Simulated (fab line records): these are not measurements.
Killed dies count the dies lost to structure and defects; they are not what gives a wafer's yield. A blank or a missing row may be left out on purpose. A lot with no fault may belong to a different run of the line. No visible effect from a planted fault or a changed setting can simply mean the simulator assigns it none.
fab line records	flow sky130
record: lots: 12	wafers: 35	last_day: 50
route steps=708 shown METAL3@567 VIA3@573 PAD_OPEN@708
lots that met no fault: from a run of the same line without faults
start_h: start of the lot's first displayed wafer, in hours after the record's first day	wait_h: how many hours have passed since the lot's step before this one	" as in the row above	L1.1+2: a row that stands for several wafers	- either no value or no given start	* or withheld: withheld	< > ~ a bound
route shown NAME@n: a module of which the file shows steps, and the number in the route of the first	usual: average and standard deviation across the fault-free wafers	same: alike in all rows	chamber/n: place in a boat	sites: readings site by site	_std_site: their standard deviation	_edge_site: mean of outer sites minus mean of inner sites	radius_mm: for every site, how far away it sits from the centre of the wafer	mask NAME#n: copy n	behind: the last tool/chamber to shape the wafer	hold: reason for holding the lot/hours on hold/outcome of the hold	device: whichever transistor did not switch (one of n, p or np)	end of line: the route-end tests of the same wafers	step lacking rows: just its recipe	killed: at the first sort, the dies lost to defects and structure; wafer yield is something else	map: the dies of a wafer, with x for killed, . for not killed, _ for no die there
set.NAME: setting as actually run; set.NAME@STEP: the setting as run at that earlier step	model.NAME: the simulator's own value behind a step, which no gauge read
steps of the route over a sample of lots; a table a step, a row a wafer
services: the hour from which a tool's chamber was out of use, counted from the record's first day as start_h (under 0 if before that day), plus the number of hours and why
== steps ==
step: SKY_METAL3_ETCH_17
recipe: target: SiO2	stop_on: TiN	chemistry: C4F8/O2/Ar	source_w: 1500	bias_w: 1200	pressure_mtorr: 40	c4f8_flow_sccm: withheld	O2_flow_sccm: 6	Ar_flow_sccm: 300	time_s: 3.9	target_depth_a: 150
usual: oes_product_au: 0.755/0.0075
lot.wafer	tool	chamber	start_h	wait_h	oes_product_au	rf_hours_counter_h
L702.1	rie_diel-04	3	896.37	0.1	0.755	8
L702.4	"	2	"	"	0.769	8
L702.6	"	3	"	"	0.758	-
L703.1	rie_diel-04	0	906.52	0.1	0.757	17
L703.2	"	1	"	"	0.767	12
L703.6	"	3	"	"	0.754	-
L704.3	rie_diel-03	0	918.39	0.0	0.751	8
L704.5	"	3	"	"	0.762	-
L704.6	"	2	"	"	0.767	-
L706.3	rie_diel-03	0	936.03	0.0	0.753	8
L706.5	"	0	"	"	0.763	-
L706.6	"	3	"	"	0.761	-
L705.3	rie_diel-04	1	936.29	0.0	0.764	12
L705.4	"	1	"	"	0.758	-
L705.5	"	0	"	"	0.763	-
L708.3	rie_diel-03	0	947.17	0.0	0.762	9
L708.5	"	0	"	"	0.750	-
L718.1	rie_diel-04	1	1010.47	0.1	0.749	14
L718.2	"	3	"	"	0.746	11
L718.3	"	0	"	"	0.747	20
L720.3	rie_diel-03	1	1034.62	0.0	0.747	2
L720.5	"	3	"	"	0.754	-
L720.6	"	2	"	"	0.754	-
L722.2	rie_diel-03	2	1044.93	0.1	0.745	11
L722.3	"	1	"	"	0.751	2
L722.4	"	0	"	"	0.745	12
L723.4	rie_diel-04	0	1045.93	0.0	0.750	21
L723.5	"	1	"	"	0.761	-
L723.6	"	2	"	"	0.752	-
L724.1	rie_diel-02	0	1049.62	0.1	0.750	16
L724.3	"	2	"	"	0.747	26
L724.5	"	2	"	"	0.738	-
L725.1	rie_diel-04	1	1061.59	0.1	0.740	16
L725.2	"	0	"	"	0.746	21
L725.5	"	2	"	"	0.749	-
step: SKY_VIA3_HDPCVD_00
recipe: material: SiO2	target_thk_nm: 1635	sigma_open_frac: 0.3	time_s: 272.5	temp_c: 400	sih4_flow_sccm: 60	pressure_mtorr: 6
usual: run_length_s: 300.3/0.53
lot.wafer	tool	chamber	start_h	wait_h	run_length_s
L702.1	hdpcvd-01	1	897.20	0.0	300.0
L702.4	"	0	"	"	300.3
L702.6	"	2	"	"	300.7
L703.1	hdpcvd-01	0	907.30	0.0	299.3
L703.2	"	1	"	"	300.8
L703.6	"	1	"	"	300.7
L704.3	hdpcvd-02	0	919.22	0.0	301.5
L704.5	"	0	"	"	301.2
L704.6	"	2	"	"	300.1
L706.3	hdpcvd-01	1	936.82	0.0	300.1
L706.5	"	1	"	"	300.0
L706.6	"	0	"	"	299.6
L705.3	hdpcvd-01	1	937.08	0.0	299.9
L705.4	"	2	"	"	300.5
L705.5	"	1	"	"	300.3
L708.3	hdpcvd-01	2	947.96	0.0	300.2
L708.5	"	0	"	"	309.5
L718.1	hdpcvd-02	0	1011.26	0.0	301.2
L718.2	"	2	"	"	300.0
L718.3	"	1	"	"	300.4
L720.3	hdpcvd-02	2	1035.44	0.0	300.0
L720.5	"	1	"	"	300.7
L720.6	"	2	"	"	300.3
L722.2	hdpcvd-01	0	1046.14	0.0	299.5
L722.3	"	2	"	"	300.6
L722.4	"	2	"	"	300.6
L723.4	hdpcvd-01	2	1047.41	0.1	300.5
L723.5	"	1	"	"	300.2
L723.6	"	0	"	"	300.2
L724.1	hdpcvd-01	0	1050.88	0.0	300.0
L724.3	"	2	"	"	300.4
L724.5	"	1	"	"	300.0
L725.1	hdpcvd-01	2	1062.42	0.0	300.7
L725.2	"	1	"	"	300.2
L725.5	"	2	"	"	300.5
step: SKY_VIA3_THK_MEAS_01
recipe: reads: SiO2_of_VIA3_HDPCVD_00
usual: VIA3_HDPCVD_THK: 1632/15
lot.wafer	tool	chamber	start_h	wait_h	hold	VIA3_HDPCVD_THK[nm]
L702.1	film_metro-03	-	897.37	0.1	-	1613
L702.4	"	-	"	"	-	1648
L702.6	"	-	"	"	-	1624
L703.1	film_metro-04	-	907.47	0.1	-	1658
L703.2	"	-	"	"	-	1630
L703.6	"	-	"	"	-	1639
L704.3	film_metro-02	-	919.40	0.1	-	1628
L704.5	"	-	"	"	-	1625
L704.6	"	-	"	"	-	1620
L706.3	film_metro-04	-	937.01	0.1	-	1663
L706.5	"	-	"	"	-	1677
L706.6	"	-	"	"	-	1670
L705.3	film_metro-04	-	937.27	0.1	-	1642
L705.4	"	-	"	"	-	1644
L705.5	"	-	"	"	-	1647
L708.3	film_metro-03	-	948.15	0.1	await_dispo/0.2h/release	1614
L708.5	"	-	"	"	await_dispo/0.2h/release	1709
L708.3	film_metro-03	-	948.38	0.2	-	1612
L708.5	"	-	"	"	-	1711
L718.1	film_metro-03	-	1011.43	0.1	-	1610
L718.2	"	-	"	"	-	1623
L718.3	"	-	"	"	-	1604
L720.3	film_metro-04	-	1035.63	0.1	-	1609
L720.5	"	-	"	"	-	1610
L720.6	"	-	"	"	-	1628
L722.2	film_metro-03	-	1046.32	0.1	-	1631
L722.3	"	-	"	"	-	1643
L722.4	"	-	"	"	-	1659
L723.4	film_metro-02	-	1047.52	0.0	-	1640
L723.5	"	-	"	"	-	1648
L723.6	"	-	"	"	-	1620
L724.1	film_metro-04	-	1051.05	0.1	-	1646
L724.3	"	-	"	"	-	1631
L724.5	"	-	"	"	-	1658
L725.1	film_metro-04	-	1062.59	0.1	-	1653
L725.2	"	-	"	"	-	1646
L725.5	"	-	"	"	-	1644
step: SKY_VIA3_BOW_MEAS_03
recipe: mode: bow
usual: VIA3_BOW: 80/7.7
lot.wafer	tool	chamber	start_h	wait_h	VIA3_BOW[um]
L702.1	film_metro-03	-	897.73	0.2	74
L702.4	"	-	"	"	81
L702.6	"	-	"	"	87
L703.1	film_metro-02	-	907.92	0.2	84
L703.2	"	-	"	"	78
L703.6	"	-	"	"	78
L704.3	film_metro-04	-	919.78	0.3	92
L704.5	"	-	"	"	85
L704.6	"	-	"	"	82
L706.3	film_metro-03	-	937.39	0.1	74
L706.5	"	-	"	"	56
L706.6	"	-	"	"	76
L705.3	film_metro-04	-	937.69	0.2	77
L705.4	"	-	"	"	76
L705.5	"	-	"	"	85
L708.3	film_metro-02	-	949.90	0.1	85
L708.5	"	-	"	"	70
L718.1	film_metro-04	-	1011.79	0.2	88
L718.2	"	-	"	"	97
L718.3	"	-	"	"	80
L720.3	film_metro-02	-	1036.01	0.3	80
L720.5	"	-	"	"	73
L720.6	"	-	"	"	86
L722.2	film_metro-04	-	1046.69	0.3	80
L722.3	"	-	"	"	79
L722.4	"	-	"	"	72
L723.4	film_metro-04	-	1047.91	0.3	79
L723.5	"	-	"	"	84
L723.6	"	-	"	"	66
L724.1	film_metro-02	-	1051.41	0.2	70
L724.3	"	-	"	"	93
L724.5	"	-	"	"	85
L725.1	film_metro-04	-	1062.95	0.2	79
L725.2	"	-	"	"	83
L725.5	"	-	"	"	85
step: SKY_VIA3_OVL_MEAS_13
usual: VIA3_OVL: -1/6.2
lot.wafer	tool	chamber	start_h	wait_h	VIA3_OVL[nm]
L702.1	overlay-01	-	922.68	0.1	1
L702.4	"	-	"	"	-7
L702.6	"	-	"	"	-4
L703.1	overlay-02	-	932.72	0.1	6
L703.2	"	-	"	"	-1
L703.6	"	-	"	"	0
L704.3	overlay-01	-	944.18	0.1	-4
L704.5	"	-	"	"	-5
L704.6	"	-	"	"	-10
L706.3	overlay-02	-	961.98	0.1	-1
L706.5	"	-	"	"	-3
L706.6	"	-	"	"	-20
L705.3	overlay-02	-	962.33	0.1	-9
L705.4	"	-	"	"	-8
L705.5	"	-	"	"	-8
L708.3	overlay-02	-	972.99	0.1	-3
L708.5	"	-	"	"	-4
L718.1	overlay-02	-	1035.73	0.1	4
L718.2	"	-	"	"	-3
L718.3	"	-	"	"	2
L720.3	overlay-02	-	1058.44	0.1	-5
L720.5	"	-	"	"	-13
L720.6	"	-	"	"	-5
L722.2	overlay-02	-	1069.24	0.1	7
L722.3	"	-	"	"	1
L722.4	"	-	"	"	4
L723.4	overlay-02	-	1069.60	0.1	4
L723.5	"	-	"	"	-2
L723.6	"	-	"	"	-6
L724.1	overlay-01	-	1072.72	0.1	3
L724.3	"	-	"	"	3
L724.5	"	-	"	"	6
L725.1	overlay-02	-	1083.83	0.1	6
L725.2	"	-	"	"	3
L725.5	"	-	"	"	-3
step: SKY_PAD_OPEN_PROBE_99
usual: defect_limited_yield: 82.8/2.1	killed_at_M0_to_M3: 43/7.7	killed_at_M4_up: 3.1/1.7	killed_at_contacts: 23/4.8	killed_at_front_end: 15/4.5	killed_at_other: 0.3/0.58	killed_dies: 85/10	killed_open: 46/7.5	killed_short: 38/6.5	sort_bin_3_pad_short: 0.8/0.38	sort_bin_5_function: 10.3/1.7	sort_bin_6_memory: 6.1/1.1	sort_n_pass: 407/10	sort_yield_pct: 82.8/2.1
same: gross_dies: 492	killed_at_back_side: 0	sort_bin_4_leakage[%]: 0	sort_bin_8_speed[%]: 0
lot.wafer	tool	chamber	start_h	wait_h	defect_limited_yield[%]	killed_at_M0_to_M3	killed_at_M4_up	killed_at_contacts	killed_at_front_end	killed_at_other	killed_dies	killed_open	killed_short	sort_bin_3_pad_short[%]	sort_bin_5_function[%]	sort_bin_6_memory[%]	sort_n_pass	sort_yield_pct[%]
L702.1	prober-02	-	1070.44	0.1	83.9	36	4	28	9	2	79	42	37	1.0	9.3	5.7	413	83.9
L702.4	prober-02	-	1070.59	0.2	84.8	34	2	19	20	0	75	41	34	0.6	10.4	4.3	417	84.8
L702.6	prober-02	-	1070.69	0.2	83.3	37	4	24	17	0	82	48	34	0.4	11.2	5.1	410	83.3
L706.3	prober-02	-	1103.52	0.2	85.0	40	2	18	11	3	74	31	40	0.4	9.3	5.3	418	85.0
L706.5	prober-02	-	1103.62	0.2	83.3	38	4	21	19	0	82	36	46	0.8	8.7	7.1	410	83.3
L706.6	prober-02	-	1103.67	0.2	83.5	44	3	21	12	1	81	36	44	1.4	7.9	7.1	411	83.5
L708.3	prober-01	-	1116.68	0.2	81.7	52	4	17	17	0	90	49	41	1.8	11.8	4.7	402	81.7
L708.5	prober-01	-	1116.78	0.2	83.9	38	1	23	17	0	79	41	38	0.4	9.1	6.5	413	83.9
L718.1	prober-02	-	1164.04	0.1	83.3	49	4	22	6	1	82	37	45	0.4	9.1	7.1	410	83.3
L718.2	prober-02	-	1164.09	0.1	83.9	41	6	19	11	2	79	43	36	0.6	11.0	4.5	413	83.9
L718.3	prober-02	-	1164.14	0.2	82.7	44	1	23	17	0	85	42	43	1.2	9.3	6.7	407	82.7
killed by level:class
L702.1 CONTACT:geometric_particle:open=10 VIA1:geometric_particle:open=8 LI_CONTACT:geometric_particle:open=7 VIA3:geometric_particle:open=7 VIA1:geometric_particle:short=5 VIA2:geometric_particle:short=5 POLY_GATE:geometric_particle:short=4 CONTACT:geometric_particle:short=4
L702.4 POLY_GATE:geometric_particle:short=7 FIELD_ISO:geometric_particle:open=6 VIA1:geometric_particle:open=6 CONTACT:geometric_particle:open=5 VIA2:geometric_particle:open=5 POLY_GATE:geometric_particle:open=4 VIA3:geometric_particle:short=4 LI_CONTACT:geometric_particle:open=4
L702.6 VIA1:geometric_particle:open=10 CONTACT:geometric_particle:open=9 FIELD_ISO:geometric_particle:open=7 LI_CONTACT:geometric_particle:open=5 CONTACT:geometric_particle:short=5 VIA3:geometric_particle:open=5 LOCAL_INTERCONNECT:geometric_particle:short=4 POLY_GATE:geometric_particle:open=4
L706.3 METAL1:geometric_particle:short=7 VIA1:geometric_particle:short=6 METAL2:geometric_particle:short=6 FIELD_ISO:geometric_particle:open=5 LI_CONTACT:geometric_particle:open=5 LOCAL_INTERCONNECT:geometric_particle:short=4 CONTACT:geometric_particle:short=4 CONTACT:geometric_particle:open=4
L706.5 METAL1:geometric_particle:short=8 CONTACT:geometric_particle:short=7 FIELD_ISO:geometric_particle:open=6 POLY_GATE:geometric_particle:short=5 CONTACT:geometric_particle:open=5 VIA1:geometric_particle:short=5 LOCAL_INTERCONNECT:geometric_particle:short=4 VIA1:geometric_particle:open=4
L706.6 METAL1:geometric_particle:short=9 VIA1:geometric_particle:open=7 METAL2:geometric_particle:short=7 LI_CONTACT:geometric_particle:short=5 CONTACT:geometric_particle:open=5 VIA2:geometric_particle:open=5 LI_CONTACT:geometric_particle:open=4 VIA1:geometric_particle:short=4
L708.3 FIELD_ISO:geometric_particle:open=9 VIA1:geometric_particle:open=9 METAL1:geometric_particle:short=8 VIA3:geometric_particle:open=8 CONTACT:geometric_particle:open=7 VIA1:geometric_particle:short=6 VIA2:geometric_particle:open=6 CONTACT:geometric_particle:short=5
L708.5 VIA3:geometric_particle:open=8 CONTACT:geometric_particle:short=7 METAL1:geometric_particle:short=6 LI_CONTACT:geometric_particle:open=5 CONTACT:geometric_particle:open=5 VIA1:geometric_particle:open=5 METAL2:geometric_particle:short=4 VIA3:geometric_particle:short=4
L718.1 VIA3:geometric_particle:open=12 VIA1:geometric_particle:open=8 METAL2:geometric_particle:short=7 CONTACT:geometric_particle:short=7 VIA1:geometric_particle:short=7 CONTACT:geometric_particle:open=5 METAL4:geometric_particle:short=4 LI_CONTACT:geometric_particle:open=4
L718.2 VIA1:geometric_particle:open=12 LI_CONTACT:geometric_particle:open=9 METAL2:geometric_particle:short=8 VIA3:geometric_particle:open=8 METAL4:geometric_particle:short=6 LOCAL_INTERCONNECT:geometric_particle:short=4 CONTACT:geometric_particle:open=4 VIA1:geometric_particle:short=4
L718.3 METAL2:geometric_particle:short=10 CONTACT:geometric_particle:open=9 METAL1:geometric_particle:short=9 FIELD_ISO:geometric_particle:open=7 LI_CONTACT:geometric_particle:open=7 VIA3:geometric_particle:open=7 VIA2:geometric_particle:open=5 FIELD_ISO:geometric_particle:short=4
== services ==
tool	chamber	start_h	hours	kind
rie_diel-04	2	873.86	4.6	repair
hdpcvd-02	-	874.25	0.6	repair
rie_diel-04	2	913.41	15.3	repair
rie_diel-02	2	930.95	2.9	repair
rie_diel-04	2	931.10	8.4	repair
hdpcvd-01	-	932.03	2.8	pm
rie_diel-02	1	935.19	132.0	repair
rie_diel-03	1	938.56	-	clean
hdpcvd-01	-	950.25	15.0	pm
hdpcvd-01	0	950.25	15.0	vent_cycle
hdpcvd-01	1	950.25	15.0	vent_cycle
hdpcvd-01	2	950.25	15.0	vent_cycle
rie_diel-04	-	961.83	2.8	pm
hdpcvd-01	0	965.25	-	clean
hdpcvd-01	1	965.25	-	clean
hdpcvd-01	2	965.25	-	clean
rie_diel-04	-	968.13	4.3	pm
rie_diel-02	3	975.59	6.5	repair
rie_diel-02	-	998.64	4.3	pm
rie_diel-03	-	1002.20	2.8	pm
rie_diel-03	1	1008.56	5.7	repair
hdpcvd-01	2	1021.10	5.5	repair
hdpcvd-02	-	1040.29	28.0	repair
rie_diel-03	3	1053.23	6.1	repair
== key ==
first_sign: step: SKY_VIA3_HDPCVD_00	reading: run_length_s	direction: up	sigmas: 17	usual: *	struck: *
effect: step: SKY_VIA3_THK_MEAS_01	reading: visit	direction: added
effect: step: SKY_VIA3_THK_MEAS_01	reading: VIA3_HDPCVD_THK	direction: up	sigmas: 5.1	usual: 1632	struck: 1709
met_at SKY_VIA3_HDPCVD_00
struck_lots L708
struck_wafers L708.5
not_acting_at SKY_METAL3_ETCH_17,SKY_VIA3_BOW_MEAS_03,SKY_VIA3_OVL_MEAS_13
onset_between 937.08 947.96
fault: kind: process_parameter_drift	tool: hdpcvd-01	chamber: -	onset_h: 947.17	steps: SKY_VIA3_HDPCVD_00	channel: time_s	offset: *	shape: step	end_h: 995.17	scope: struck_wafers_only	acts_in: *	stated: *
